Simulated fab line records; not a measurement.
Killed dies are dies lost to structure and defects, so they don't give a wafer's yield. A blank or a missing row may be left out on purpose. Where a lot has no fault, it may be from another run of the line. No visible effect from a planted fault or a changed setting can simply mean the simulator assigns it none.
One fault seen from 2 desks :: flow gf180mcu :: every desk sees just its own numbers, and what lay behind them comes last

== METROLOGY DESK ==
Means of the sampled wafers that have a number, per lot and without regard to the tool the lot ran on: this is what the gauges read. If a lot's mean is further than 4 standard deviations from the usual mean, the lot is out of limits and carries the mark OUT (the distance appears in the brackets).
Columns: A = cd-nm at GF_HV_LDD_CD_MEAS_19, usual 400.0 nm; B = PSD_RS at GF_PSD_RS_MEAS_15, usual 108.6 ohm/sq; C = SALICIDE_TIN_THK at GF_SALICIDE_THK_MEAS_05, usual 20.07 nm
lot: L666
first seen here: day 10 18:25
A: 395.9
B: 108.3
C: 20.23

lot: L668
first seen here: day 11 06:46
A: 398.7
B: 108.2
C: 20.05

lot: L670
first seen here: day 12 02:16
A: 402.3
B: 108.8
C: 20.19

lot: L671
first seen here: day 12 09:09
A: 400.8
B: 108.5
C: 20.25

lot: L672
first seen here: day 12 12:58
A: 397.6
B: 108.8
C: 19.94

lot: L673
first seen here: day 12 21:58
A: 398.6
B: 108.4
C: 20.16

lot: L676
first seen here: day 14 00:58
A: 401.8
B: 108.3
C: 19.99

lot: L677
first seen here: day 14 09:24
A: 399.5
B: 108.4
C: 20.21

lot: L678
first seen here: day 14 14:21
A: 396.3
B: 108.7
C: 20.04

lot: L681
first seen here: day 15 16:58
A: 402.4
B: 108.5
C: 19.75

lot: L683
first seen here: day 16 02:56
A: 402.1
B: 108.5
C: 20.44

lot: L684
first seen here: day 16 08:50
A: 399.9
B: 108.6
C: 19.83

lot: L688
first seen here: day 17 16:23
A: 401.1
B: 108.4
C: 20.17

lot: L689
first seen here: day 18 01:43
A: 401.1
B: 108.5
C: 19.74
This desk's verdict: no lot among the 14 shows anything out of limits.

== FOR THE TOOL OWNER'S DESK: lpcvd-02 ==
The tool's own readings at GF_HV_LDD_CVD_54 (deposits SiO2 from TEOS, target thk 10 nm, time 75 s): means of the sampled wafers that have a number, for each lot that ran on this tool. If a lot's mean is further than 4 standard deviations from the usual mean, the lot is out of limits and carries the mark OUT (the distance appears in the brackets).
Columns: A = spike-tc-upper-C at GF_HV_LDD_CVD_54, usual 679.9 C; B = zone-power-centre-pct at GF_HV_LDD_CVD_54, usual 10.2 %; C = zone-power-top-pct at GF_HV_LDD_CVD_54, usual 20.7 %; D = zone-power-upper-pct at GF_HV_LDD_CVD_54, usual 10.1 %
lot: L666
first seen here: day 12 08:25
A: 679.5
B: 9.9
C: 20.5
D: 11.1

lot: L668
first seen here: day 12 22:33
A: 679.5
B: 9.9
C: 20.4
D: 11.1

lot: L670
first seen here: day 13 20:34
A: 680.5
B: 9.9
C: 20.5
D: 11.0

lot: L673
first seen here: day 14 15:22
A: 679.7
B: 9.9
C: 20.7
D: 11.1

lot: L677
first seen here: day 16 08:36
A: 705.0 (+21) OUT
B: 7.7 (-4.7) OUT
C: 17.6
D: 17.1 (+7.8) OUT

lot: L681
first seen here: day 17 15:27
A: 706.0 (+22) OUT
B: 7.7 (-4.8) OUT
C: 17.5
D: 17.0 (+7.8) OUT
This desk's verdict: out of limits on L677, L681, starting with L677 at day 16 08:36 (spike-tc-upper-C at GF_HV_LDD_CVD_54). L666, L668, L670, L673 stayed within limits.

== PUT TOGETHER ==
At day 16 08:36, on L677, L681, the tool owner's desk was in a position to raise an alarm.
From the metrology desk's view, nothing was out of limits.
The metrology desk has L677, L681 on record, within its limits.
GF_HV_LDD_CVD_54 was run on lpcvd-02 by each of the lots named.

== WHAT THE SIMULATOR PUT IN ==
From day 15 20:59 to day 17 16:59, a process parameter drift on lpcvd-02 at GF_HV_LDD_CVD_54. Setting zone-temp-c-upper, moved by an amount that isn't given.
Shown lots that were struck: L677, L681.
Time in hours from fault onset to the first out-of-limits reading at each desk: the tool owner's desk, 12.
